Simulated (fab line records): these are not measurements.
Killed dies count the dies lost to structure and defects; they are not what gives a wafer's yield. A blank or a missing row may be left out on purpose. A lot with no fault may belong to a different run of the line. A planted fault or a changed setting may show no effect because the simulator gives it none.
fab line records -- flow sky130
[record] lots = 14, wafers = 42, last-day = 50
route steps=708 shown FIELD_ISO@15 NWELL@81
lots that met no fault: from a run of the same line without faults
start-h: the number of hours between the record's first day and the start of the first shown wafer of the lot -- wait-h: how many hours have passed since the lot's step before this one -- " the same as in the row above -- L1.1+2: several wafers, shown together as one row -- - value missing, or start not given -- * or withheld: withheld -- < > ~ a bound
route shown NAME@n: a module of which the file shows steps, and the number in the route of the first -- usual: average and standard deviation across the fault-free wafers -- same: alike in all rows -- chamber/n: place in a boat -- sites: each site's reading -- _std_site: standard deviation of those values -- _edge_site: mean of outer sites minus mean of inner sites -- radius-mm: for every site, how far away it sits from the centre of the wafer -- mask NAME#n: copy n -- behind: the last tool/chamber to shape the wafer -- hold: reason for holding the lot/hours on hold/outcome of the hold -- device: whichever transistor did not switch (one of n, p or np) -- end of line: at the end of the route, the tests of the same wafers -- step lacking rows: just its recipe -- killed: count of dies lost to structure and defects at first sort (not the wafer's yield) -- map: dies across one wafer; x = killed, . = not, _ = none there
set.NAME: the setting that was run; set.NAME@STEP: the one run at that earlier step -- model.NAME: the simulator's own value behind a step, which no gauge read
the route's steps for a sample of lots (tables are steps, rows are wafers)
services: the hour from which a tool's chamber was out of use, counted from the record's first day as start-h (under 0 if before that day), plus the number of hours and why
[[steps]]
[step SKY_FIELD_ISO_ETCH_14]
[recipe] chemistry = N2/H2, target = BARC, ion-energy-ev = 200, source-w = 500, bias-w = 100, pressure-mtorr = 30, n2-flow-sccm = 100, h2-flow-sccm = 200, stop-on = SiO2, time-s = 45.9, target-depth-a = 600
[usual] bias-w = 99.95/0.24, chamber-pressure-mTorr = 29.996/0.025, drypump-motor-current-A = 5.9/0.38, oes-product-au = 0.855/0.0047, throttle-valve-pct = 13.225/0.0094
lot.wafer,tool,chamber,start-h,wait-h,bias-w,chamber-pressure-mTorr,drypump-motor-current-A,oes-product-au,rf-hours-counter-h,throttle-valve-pct
L275.1,rie-diel-01,3,28.09,0.1,99.61,29.985,6.0,0.855,38,13.224
L275.3,rie-diel-01,0,28.09,0.1,99.62,29.985,6.4,0.853,9,13.203
L275.5,rie-diel-01,2,28.09,0.1,99.60,29.976,5.3,0.856,-,13.223
L276.3,rie-diel-01,1,36.54,0.1,99.97,29.999,5.9,0.850,125,13.226
L276.4,rie-diel-01,2,36.54,0.1,99.81,30.043,5.3,0.861,157,13.236
L276.5,rie-diel-01,0,36.54,0.1,99.75,29.945,6.4,0.858,-,13.231
L277.1,rie-diel-01,0,39.35,0.1,100.07,29.991,6.4,0.848,9,13.225
L277.3,rie-diel-01,1,39.35,0.1,99.91,29.934,5.9,0.846,125,13.228
L277.5,rie-diel-01,1,39.35,0.1,100.01,30.022,5.9,0.869,-,13.234
L278.2,rie-diel-01,1,45.60,0.1,100.27,29.963,5.9,0.855,125,13.230
L278.3,rie-diel-01,3,45.60,0.1,99.88,30.029,6.0,0.851,39,13.227
L278.5,rie-diel-01,3,45.60,0.1,99.83,29.986,6.0,0.855,-,13.239
L279.2,rie-diel-01,0,52.93,0.1,99.80,29.991,6.4,0.859,9,13.234
L279.3,rie-diel-01,1,52.93,0.1,99.99,30.018,5.9,0.849,125,13.244
L279.4,rie-diel-01,3,52.93,0.1,99.78,30.000,6.0,0.849,39,13.199
L280.2,rie-diel-02,2,55.84,0.1,100.44,29.995,6.2,0.857,152,13.237
L280.5,rie-diel-02,3,55.84,0.1,99.89,30.011,5.6,0.843,-,13.222
L280.6,rie-diel-02,2,55.84,0.1,99.89,29.977,6.3,0.859,-,13.223
L282.2,rie-diel-01,3,65.38,0.1,99.83,29.997,6.0,0.854,39,13.218
L282.3,rie-diel-01,2,65.38,0.1,100.00,30.019,5.3,0.859,158,13.220
L282.4,rie-diel-01,0,65.38,0.1,100.26,29.927,6.4,0.861,10,13.224
L284.4,rie-diel-01,1,76.20,0.0,99.92,30.024,5.9,0.851,126,13.242
L284.5,rie-diel-01,0,76.20,0.0,99.76,29.986,6.4,0.861,-,13.218
L284.6,rie-diel-01,1,76.20,0.0,100.10,30.010,5.9,0.855,-,13.232
L287.1,rie-diel-03,0,92.73,0.1,99.88,29.988,5.2,0.855,4,13.203
L287.4,rie-diel-03,3,92.73,0.1,99.73,30.040,5.8,0.859,2,13.208
L287.5,rie-diel-03,2,92.73,0.1,99.58,30.004,5.8,0.850,-,13.223
L288.2,rie-diel-02,0,99.28,0.1,99.75,29.962,6.1,0.859,93,13.216
L288.4,rie-diel-02,1,99.28,0.1,100.07,30.012,6.5,0.858,4,13.223
L288.6,rie-diel-02,1,99.28,0.1,100.13,30.018,6.5,0.855,-,13.214
L291.3,rie-diel-03,3,111.03,0.1,99.69,29.958,5.9,0.852,3,13.228
L291.4,rie-diel-03,2,111.03,0.1,100.29,30.015,5.8,0.858,51,13.224
L291.5,rie-diel-03,2,111.03,0.1,99.89,29.988,5.8,0.853,-,13.227
L295.1,rie-diel-02,1,133.90,0.1,100.33,29.979,6.6,0.853,4,13.237
L295.2,rie-diel-02,3,133.90,0.1,99.65,30.016,5.5,0.859,60,13.223
L295.4,rie-diel-02,2,133.90,0.1,99.89,30.002,6.3,0.853,153,13.228
L296.1,rie-diel-03,0,138.83,0.1,99.86,29.973,5.2,0.856,4,13.231
L296.5,rie-diel-03,2,138.83,0.1,99.95,29.972,5.8,0.861,-,13.225
L296.6,rie-diel-03,3,138.83,0.1,100.26,30.013,5.8,0.857,-,13.233
L298.2,rie-diel-01,3,147.78,0.1,99.96,30.009,6.0,0.851,41,13.219
L298.4,rie-diel-01,1,147.78,0.1,100.07,30.022,5.9,0.849,-,13.238
L298.5,rie-diel-01,3,147.78,0.1,99.29,29.994,6.0,0.842,-,13.224
[step SKY_FIELD_ISO_STRIP_16]
[recipe] chemistry = O2/N2, power-w = 1400, pressure-mtorr = 1500, platen-temp-c = withheld, o2-flow-sccm = 3000, n2-flow-sccm = 300, overash-fraction = 0.5
[usual] chamber-pressure-mTorr = 1500.2/1.4, drypump-motor-current-A = 5.7/0.71, oes-product-au = 0.378/0.0048, strip-time-to-endpoint-s = 3.55/0.032
lot.wafer,tool,chamber,start-h,wait-h,chamber-pressure-mTorr,drypump-motor-current-A,oes-product-au,rf-hours-counter-h,strip-time-to-endpoint-s
L275.1,plasma-asher-02,0,28.19,0.0,1496.9,5.8,0.385,19,3.56
L275.3,plasma-asher-02,0,28.19,0.0,1498.9,5.8,0.378,-,3.51
L275.5,plasma-asher-02,1,28.19,0.0,1500.7,6.5,0.372,-,3.54
L276.3,plasma-asher-04,0,36.67,0.1,1502.1,5.1,0.376,-,3.51
L276.4,plasma-asher-04,1,36.67,0.1,1498.1,6.7,0.374,-,3.54
L276.5,plasma-asher-04,1,36.67,0.1,1499.6,6.7,0.375,-,3.53
L277.1,plasma-asher-01,1,39.45,0.0,1498.0,5.2,0.378,36,3.52
L277.3,plasma-asher-01,1,39.45,0.0,1501.6,5.2,0.377,-,3.52
L277.5,plasma-asher-01,1,39.45,0.0,1499.5,5.2,0.376,-,3.50
L278.2,plasma-asher-01,1,45.70,0.0,1499.9,5.2,0.377,37,3.52
L278.3,plasma-asher-01,1,45.70,0.0,1500.9,5.2,0.380,-,3.57
L278.5,plasma-asher-01,0,45.70,0.0,1500.3,4.8,0.371,-,3.59
L279.2,plasma-asher-02,0,53.03,0.0,1503.3,5.8,0.384,21,3.52
L279.3,plasma-asher-02,1,53.03,0.0,1501.1,6.5,0.371,-,3.54
L279.4,plasma-asher-02,0,53.03,0.0,1501.5,5.8,0.379,-,3.60
L280.2,plasma-asher-04,0,55.94,0.0,1502.1,5.1,0.393,39,3.56
L280.5,plasma-asher-04,1,55.94,0.0,1501.5,6.7,0.385,-,3.55
L280.6,plasma-asher-04,0,55.94,0.0,1499.2,5.1,0.383,-,3.55
L282.2,plasma-asher-04,0,65.48,0.0,1501.9,5.1,0.384,40,3.58
L282.3,plasma-asher-04,1,65.48,0.0,1499.7,6.7,0.380,-,3.53
L282.4,plasma-asher-04,0,65.48,0.0,1500.8,5.1,0.372,-,3.49
L284.4,plasma-asher-04,1,76.34,0.1,1499.5,6.7,0.382,-,3.55
L284.5,plasma-asher-04,1,76.34,0.1,1499.5,6.7,0.375,-,3.53
L284.6,plasma-asher-04,0,76.34,0.1,1500.2,5.2,0.372,-,3.56
L287.1,plasma-asher-02,0,92.83,0.0,1500.1,5.8,0.375,25,3.54
L287.4,plasma-asher-02,1,92.83,0.0,1503.1,6.5,0.379,-,3.57
L287.5,plasma-asher-02,1,92.83,0.0,1498.3,6.4,0.381,-,3.57
L288.2,plasma-asher-04,1,99.38,0.0,1501.7,6.7,0.375,43,3.58
L288.4,plasma-asher-04,0,99.38,0.0,1500.3,5.1,0.383,-,3.57
L288.6,plasma-asher-04,1,99.38,0.0,1500.7,6.7,0.385,-,3.58
L291.3,plasma-asher-01,1,111.16,0.1,1499.3,5.2,0.379,-,3.51
L291.4,plasma-asher-01,0,111.16,0.1,1498.7,4.9,0.376,-,3.52
L291.5,plasma-asher-01,0,111.16,0.1,1500.3,4.8,0.385,-,3.55
L295.1,plasma-asher-02,1,134.00,0.0,1499.3,6.5,0.382,31,3.57
L295.2,plasma-asher-02,0,134.00,0.0,1497.5,5.8,0.383,31,3.57
L295.4,plasma-asher-02,1,134.00,0.0,1499.1,6.5,0.375,-,3.59
L296.1,plasma-asher-04,1,138.93,0.0,1497.8,6.7,0.383,48,3.54
L296.5,plasma-asher-04,0,138.93,0.0,1500.7,5.1,0.379,-,3.55
L296.6,plasma-asher-04,1,138.93,0.0,1501.4,6.7,0.373,-,3.56
L298.2,plasma-asher-01,1,147.88,0.0,1501.7,5.2,0.372,46,3.60
L298.4,plasma-asher-01,1,147.88,0.0,1501.1,5.2,0.387,-,3.55
L298.5,plasma-asher-01,0,147.88,0.0,1499.3,4.8,0.375,-,3.60
[step SKY_FIELD_ISO_WET_ETCH_18]
[recipe] chemistry = H3PO4, target-depth-nm = 25, temp-c = 160, target = Si3N4, time-s = 286
[usual] bath-guard-temp-C = 159.9/0.66, bath-heat-duty-pct = 27.4/2
lot.wafer,tool,chamber,start-h,wait-h,bath-guard-temp-C,bath-heat-duty-pct
L275.1,wet-bench-04,2,28.36,0.0,160.2,25.8
L275.3,wet-bench-04,2,28.36,0.0,160.4,27.1
L275.5,wet-bench-04,2,28.36,0.0,160.4,28.0
L276.3,wet-bench-04,3,36.81,0.0,160.5,28.8
L276.4,wet-bench-04,3,36.81,0.0,160.8,29.2
L276.5,wet-bench-04,3,36.81,0.0,160.3,27.2
L277.1,wet-bench-01,2,39.62,0.0,159.9,25.3
L277.3,wet-bench-01,2,39.62,0.0,159.7,27.2
L277.5,wet-bench-01,2,39.62,0.0,160.1,28.1
L278.2,wet-bench-03,2,45.87,0.0,159.5,24.8
L278.3,wet-bench-03,2,45.87,0.0,159.2,23.5
L278.5,wet-bench-03,2,45.87,0.0,159.9,24.4
L279.2,wet-bench-01,2,53.20,0.0,159.6,27.0
L279.3,wet-bench-01,2,53.20,0.0,160.0,26.5
L279.4,wet-bench-01,2,53.20,0.0,159.8,26.6
L280.2,wet-bench-03,0,56.11,0.0,160.4,26.5
L280.5,wet-bench-03,0,56.11,0.0,160.3,27.2
L280.6,wet-bench-03,0,56.11,0.0,160.7,29.1
L282.2,wet-bench-01,1,65.65,0.0,159.2,29.0
L282.3,wet-bench-01,1,65.65,0.0,159.1,28.4
L282.4,wet-bench-01,1,65.65,0.0,159.1,28.7
L284.4,wet-bench-03,0,76.47,0.0,160.3,28.3
L284.5,wet-bench-03,0,76.47,0.0,160.5,27.8
L284.6,wet-bench-03,0,76.47,0.0,160.6,27.1
L287.1,wet-bench-04,3,93.00,0.0,-,-
L287.4,wet-bench-04,3,93.00,0.0,-,-
L287.5,wet-bench-04,3,93.00,0.0,-,-
L288.2,wet-bench-03,1,99.55,0.0,-,-
L288.4,wet-bench-03,1,99.55,0.0,-,-
L288.6,wet-bench-03,1,99.55,0.0,-,-
L291.3,wet-bench-03,2,111.30,0.0,159.6,24.0
L291.4,wet-bench-03,2,111.30,0.0,159.6,24.6
L291.5,wet-bench-03,2,111.30,0.0,159.6,23.5
L295.1,wet-bench-04,1,134.17,0.0,159.8,25.2
L295.2,wet-bench-04,1,134.17,0.0,159.7,21.4
L295.4,wet-bench-04,1,134.17,0.0,159.2,21.6
L296.1,wet-bench-01,1,139.10,0.0,159.0,29.6
L296.5,wet-bench-01,1,139.10,0.0,159.1,28.3
L296.6,wet-bench-01,1,139.10,0.0,159.0,28.8
L298.2,wet-bench-03,3,148.05,0.0,160.2,26.5
L298.4,wet-bench-03,3,148.05,0.0,160.0,27.7
L298.5,wet-bench-03,3,148.05,0.0,160.5,26.5
[step SKY_NWELL_RTA_28]
[recipe] temp-c = 1050, time-s = 30, idle-temp-c = 650, ramp-up-c-per-s = 150, ramp-down-c-per-s = 90, ambient = N2
[usual] lamp-power-pct = 25.30/0.055, ramp-down-c-per-s = 89.999/0.017, wafer_temp_C_max = 1054.9/1
lot.wafer,tool,chamber,start-h,wait-h,lamp-power-pct,ramp-down-c-per-s,wafer_temp_C_max
L275.1,rtp-anneal-01,0,100.23,0.0,25.21,90.015,1054.9
L275.3,rtp-anneal-01,0,100.23,0.0,25.27,90.006,1055.5
L275.5,rtp-anneal-01,0,100.23,0.0,25.30,90.013,1054.0
L276.3,rtp-anneal-02,0,110.12,0.0,25.10,90.020,1055.3
L276.4,rtp-anneal-02,0,110.12,0.0,25.34,90.001,1055.3
L276.5,rtp-anneal-02,0,110.12,0.0,25.27,89.977,1055.4
L277.1,rtp-anneal-01,0,115.40,0.0,25.28,89.990,1055.1
L277.3,rtp-anneal-01,0,115.40,0.0,25.34,90.006,1055.5
L277.5,rtp-anneal-01,0,115.40,0.0,25.34,90.014,1054.1
L278.2,rtp-anneal-01,0,122.55,0.0,25.26,90.009,1055.2
L278.3,rtp-anneal-01,0,122.55,0.0,25.38,89.995,1055.8
L278.5,rtp-anneal-01,0,122.55,0.0,25.36,89.988,1055.5
L279.2,rtp-anneal-01,0,127.45,0.0,25.29,89.977,1054.5
L279.3,rtp-anneal-01,0,127.45,0.0,25.33,90.021,1054.3
L279.4,rtp-anneal-01,0,127.45,0.0,25.27,89.991,1055.0
L280.2,rtp-anneal-02,0,134.42,0.0,25.28,90.009,1054.9
L280.5,rtp-anneal-02,0,134.42,0.0,25.35,89.997,1054.1
L280.6,rtp-anneal-02,0,134.42,0.0,25.25,89.978,1054.2
L282.2,rtp-anneal-01,0,152.06,0.0,25.30,90.025,1055.9
L282.3,rtp-anneal-01,0,152.06,0.0,25.31,89.965,1054.2
L282.4,rtp-anneal-01,0,152.06,0.0,25.32,90.011,1055.1
L284.4,rtp-anneal-01,0,159.21,0.1,25.36,89.991,1054.1
L284.5,rtp-anneal-01,0,159.21,0.1,25.32,89.982,1054.6
L284.6,rtp-anneal-01,0,159.21,0.1,25.38,90.005,1058.2
L291.3,rtp-anneal-02,0,201.66,0.0,25.35,89.980,1054.2
L291.4,rtp-anneal-02,0,201.66,0.0,25.31,90.018,1055.7
L291.5,rtp-anneal-02,0,201.66,0.0,25.26,89.969,1054.0
L295.1,rtp-anneal-01,0,226.94,0.0,25.27,89.990,1054.6
L295.2,rtp-anneal-01,0,226.94,0.0,25.32,89.964,1053.9
L295.4,rtp-anneal-01,0,226.94,0.0,25.28,90.027,1054.2
L296.1,rtp-anneal-02,0,236.83,0.0,25.40,89.995,1054.1
L296.5,rtp-anneal-02,0,236.83,0.0,25.34,89.997,1055.1
L296.6,rtp-anneal-02,0,236.83,0.0,25.18,89.976,1054.4
L298.2,rtp-anneal-01,0,242.18,0.0,25.27,89.975,1054.8
L298.4,rtp-anneal-01,0,242.18,0.0,25.29,89.970,1054.7
L298.5,rtp-anneal-01,0,242.18,0.0,25.32,89.997,1054.6
[[services]]
tool,chamber,start-h,hours,kind
rtp-anneal-02,-,11.44,4.3,pm
rie-diel-03,-,12.05,7.4,repair
plasma-asher-02,-,30.89,2.1,repair
plasma-asher-02,-,40.11,2.8,pm
wet-bench-01,-,49.97,1.1,repair
rie-diel-01,-,56.98,2.8,pm
plasma-asher-01,-,95.61,7.7,repair
rie-diel-01,-,96.73,0.2,repair
rie-diel-03,-,112.25,2.8,pm
rie-diel-01,2,133.78,-,clean
rie-diel-01,2,133.78,21.0,scheduled-down
rie-diel-01,2,133.78,21.0,vent-cycle
plasma-asher-01,-,148.70,0.9,repair
rie-diel-01,1,149.22,8.7,repair
rie-diel-02,2,152.77,-,clean
rie-diel-03,-,170.42,1.7,repair
rie-diel-01,0,172.11,7.9,repair
plasma-asher-02,-,180.28,14.6,pm
rie-diel-02,2,180.50,5.9,repair
plasma-asher-01,-,203.24,1.8,repair
rie-diel-01,0,214.50,11.0,repair
rie-diel-01,0,228.25,13.2,repair
wet-bench-03,-,231.83,9.8,repair
rie-diel-03,0,232.79,8.2,repair
[[key]]
[first-sign] step = SKY_FIELD_ISO_WET_ETCH_18, reading = tool-record, direction = missing
effect none on later readings
met-at SKY_FIELD_ISO_WET_ETCH_18
struck-lots L287,L288
later-rows-left-out L287.1,L287.4,L287.5,L288.2,L288.4,L288.6
sort-left-out L287.1,L287.4,L287.5,L288.2,L288.4,L288.6
tester-left-out L287,L288
not-acting-at SKY_FIELD_ISO_ETCH_14,SKY_FIELD_ISO_STRIP_16,SKY_NWELL_RTA_28
onset-between 76.47 93.00
[fault] kind = skipped-step-whole, tool = wet-bench-03,wet-bench-04, chamber = -, onset-h = 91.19, steps = SKY_FIELD_ISO_WET_ETCH_18, scope = struck-lots-only
// tester-left-out: of these lots the tester's yield and bins aren't shown, on N5 and GAA mostly nor the transistor test; their killed dies are dies lost to structure and defects alone, not to doping, threshold or leakage, so they don't give the yield
// sort-left-out: the simulated sort isn't trusted on such a fault, so these wafers' sort isn't shown, and their yield isn't known
// later-rows-left-out: the simulator's readings of these wafers behind a module that went badly wrong aren't trusted and aren't shown, but for the sort
